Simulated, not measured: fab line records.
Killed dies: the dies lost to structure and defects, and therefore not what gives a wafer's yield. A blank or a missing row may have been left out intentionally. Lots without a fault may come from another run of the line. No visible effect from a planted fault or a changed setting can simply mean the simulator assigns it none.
Chamber matching	flow sky130	cmp-01 running SKY_LI_CONTACT_CMP_02: 4 sister chambers
The step polishes PSG. 4 wafers are shown with their chamber, then 7 later ones without.

WAFERS, EACH WITH ITS CHAMBER
wafer	chamber	motorCurrentA (A)
L911.5	0	11.9
L912.3	2	12.5
L922.2	1	13.6
L922.4	3	11.3

WAFERS WITHOUT THEIR CHAMBER
wafer	motorCurrentA (A)
L922.5	13.2
L923.2	12.2
L923.4	11.2
L923.5	12.3
L924.1	11.0
L924.3	12.3
L924.6	11.6

WHICH CHAMBER EACH WENT THROUGH
wafer	from the rows above	in truth
L922.5	can't be placed: 1 or 2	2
L923.2	can't be placed: 0 or 2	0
L923.4	3	3
L923.5	can't be placed: 2 or 0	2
L924.1	3	3
L924.3	can't be placed: 2 or 0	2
L924.6	can't be placed: 3 or 0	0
Correctly placed: 2 of 7. Can't be placed from these rows: 5 (the true chamber is among the candidates in 5). 0 placed wrongly.
How it was worked out, from the rows above alone: a wafer's distance from a chamber is the root of the sum, over the readings, of the square of ((its reading less the chamber's mean) divided by the reading's scatter). The wafer belongs to the nearest chamber; if the next one is less than 2 further off, it can't be placed. The mean given for a chamber averages the wafers shown for that chamber. The scatter: root of mean squared gap, hidden wafer to nearest shown wafer, with one shown wafer a chamber.
